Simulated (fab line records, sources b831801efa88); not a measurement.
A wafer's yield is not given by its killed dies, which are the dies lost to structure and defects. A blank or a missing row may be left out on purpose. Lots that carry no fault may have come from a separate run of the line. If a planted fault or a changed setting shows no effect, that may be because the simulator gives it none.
What tool caused it? + flow gf180mcu + 14 lots with 42 wafers sampled at 3 steps, on a route of 602 steps

== WHAT THE GAUGES SHOWED, per wafer ==
GF_STI_THK_MEAS_04. Usual: for STI_CVD_03_THK the level is 207.7 nm and the standard deviation is 2.2.
| lot  | measured    | on            | STI_CVD_03_THK (nm) | flag |
|------|-------------|---------------|---------------------|------|
| L844 | day 1 15:41 | film-metro-04 | 208.8 211.1 211.6   |      |
| L845 | day 1 18:34 | film-metro-04 | 204.5 205.8 205.4   |      |
| L846 | day 1 23:34 | film-metro-04 | 209.5 210.1 208.9   |      |
| L848 | day 2 10:20 | film-metro-02 | 207.6 206.6 209.1   |      |
| L850 | day 2 19:34 | film-metro-01 | 212.0 212.6 212.2   |      |
| L851 | day 3 00:34 | film-metro-02 | 209.7 208.7 210.5   |      |
| L854 | day 3 16:46 | film-metro-01 | 207.3 207.5 205.5   |      |
| L857 | day 4 06:35 | film-metro-04 | 206.2 205.7 207.3   |      |
| L861 | day 5 02:34 | film-metro-01 | 205.7 204.1 205.9   |      |
| L862 | day 5 07:34 | film-metro-02 | 207.8 204.8 206.7   |      |
| L863 | day 5 12:34 | film-metro-01 | 207.2 209.4 209.5   |      |
| L864 | day 5 17:34 | film-metro-02 | 208.0 208.0 208.5   |      |
| L865 | day 5 22:34 | film-metro-04 | 206.2 206.6 204.9   |      |
| L866 | day 6 03:37 | film-metro-04 | 205.2 205.2 205.9   |      |

GF_VT_IMPLANT_OVL_MEAS_07. Usual: for VT_IMPLANT_OVL the level is -0.4 nm and the standard deviation is 1.4.
| lot  | measured     | on         | VT_IMPLANT_OVL (nm) | flag |
|------|--------------|------------|---------------------|------|
| L844 | day 5 15:47  | overlay-01 | -1.2 -2.4 -1.1      |      |
| L845 | day 5 21:29  | overlay-01 | -1.1 -1.9 -3.1      |      |
| L846 | day 5 23:17  | overlay-02 | 0.3 -1.1 0.0        |      |
| L848 | day 6 14:50  | overlay-01 | 0.7 -0.3 -0.3       |      |
| L850 | day 7 02:32  | overlay-02 | 0.9 -0.4 -1.6       |      |
| L851 | day 7 09:40  | overlay-02 | 0.5 0.4 -1.2        |      |
| L854 | day 8 05:51  | overlay-01 | -1.9 -2.3 -0.6      |      |
| L857 | day 8 21:47  | overlay-01 | -3.8 -3.8 -3.1      |      |
| L861 | day 9 23:14  | overlay-01 | 0.1 0.1 0.6         |      |
| L862 | day 10 04:58 | overlay-01 | -0.7 -0.5 -1.2      |      |
| L863 | day 10 11:38 | overlay-01 | -0.6 0.1 0.6        |      |
| L864 | day 10 19:25 | overlay-02 | -1.0 -0.6 -0.2      |      |
| L865 | day 10 23:52 | overlay-01 | -2.2 -3.8 -0.4      |      |
| L866 | day 11 06:01 | overlay-02 | 1.1 1.8 1.6         |      |

== TOOL THAT RAN EACH LOT (tool first, then ch and the chambers of the sampled wafers, then the start) ==
| lot  | GF_STI_ETCH_13                    |
|------|-----------------------------------|
| L844 | rie-diel-04 ch 1,2, day 2 03:45   |
| L845 | rie-diel-03 ch 1,2,3, day 2 06:39 |
| L846 | rie-diel-04 ch 1,2, day 2 11:13   |
| L848 | rie-diel-01 ch 1,2,3, day 2 22:31 |
| L850 | rie-diel-03 ch 2,3, day 3 07:29   |
| L851 | rie-diel-04 ch 1,3, day 3 12:57   |
| L854 | rie-diel-01 ch 0,2,3, day 4 05:34 |
| L857 | rie-diel-03 ch 0,3, day 4 19:29   |
| L861 | rie-diel-03 ch 0,3, day 5 17:08   |
| L862 | rie-diel-01 ch 0,2,3, day 5 22:01 |
| L863 | rie-diel-01 ch 0,3, day 6 02:49   |
| L864 | rie-diel-04 ch 0,1,3, day 6 08:15 |
| L865 | rie-diel-04 ch 0,2,3, day 6 13:20 |
| L866 | rie-diel-01 ch 2,3, day 6 17:52   |
- GF_STI_ETCH_13: etches the open film in CHF3/O2, stops on Si, target depth 282.31 nm, time 112.9 s.

== WHAT THE TOOLS THEMSELVES READ (means of the sampled wafers that have a number; where no wafer has one, the mark that the record gives instead) ==
GF_STI_ETCH_13. Usual: O2_flow_sccm 4.999 sccm, standard deviation 0.016; drypump-motor-current-A 5.9 A, standard deviation 0.47; oes-product-au 0.833 a.u., standard deviation 0.0062; throttle-valve-pct 8.813 %, standard deviation 0.0086.
| lot  | tool        | O2_flow_sccm (sccm) | drypump-motor-current-A (A) | oes-product-au (a.u.) | throttle-valve-pct (%) | flag |
|------|-------------|---------------------|-----------------------------|-----------------------|------------------------|------|
| L844 | rie-diel-04 | 5.013               | 5.9                         | 0.840                 | 8.819                  |      |
| L845 | rie-diel-03 | 5.006               | 5.2                         | 0.832                 | 8.810                  |      |
| L846 | rie-diel-04 | 5.012               | 6.1                         | 0.839                 | 8.811                  |      |
| L848 | rie-diel-01 | 4.989               | 5.6                         | 0.837                 | 8.810                  |      |
| L850 | rie-diel-03 | 4.996               | 5.3                         | 0.840                 | 8.817                  |      |
| L851 | rie-diel-04 | 5.015               | 6.2                         | 0.835                 | 8.814                  |      |
| L854 | rie-diel-01 | 4.981               | 5.9                         | 0.834                 | 8.812                  |      |
| L857 | rie-diel-03 | 4.984               | 6.0                         | 0.828                 | 8.816                  |      |
| L861 | rie-diel-03 | 5.011               | 6.0                         | 0.824                 | 8.813                  |      |
| L862 | rie-diel-01 | 4.992               | 5.9                         | 0.832                 | 8.807                  |      |
| L863 | rie-diel-01 | 4.983               | 5.8                         | 0.837                 | 8.813                  |      |
| L864 | rie-diel-04 | 4.988               | 6.2                         | 0.835                 | 8.815                  |      |
| L865 | rie-diel-04 | 5.013               | 5.9                         | 0.830                 | 8.812                  |      |
| L866 | rie-diel-01 | 5.000               | 5.6                         | 0.823                 | 8.813                  |      |

== THE ANSWER, worked out from the rows above alone ==
Rule: a lot is off if the mean of its wafers that have a number lies more than 3 standard deviations from the usual mean. Also off: a lot with no number at a reading for which 4 or more lots have one. Any other lot the step has rows for is counted as sound. The gauges are gone through in route order, then the tools' own readings, and for those a lot's mean is taken as printed above. At the first step where some lot is off, the reading lying furthest off is the one used; lots without a number count as furthest.
None of the lots is off at any reading shown; this tells nothing.

== WHAT THE SIMULATOR HAD PUT IN ==
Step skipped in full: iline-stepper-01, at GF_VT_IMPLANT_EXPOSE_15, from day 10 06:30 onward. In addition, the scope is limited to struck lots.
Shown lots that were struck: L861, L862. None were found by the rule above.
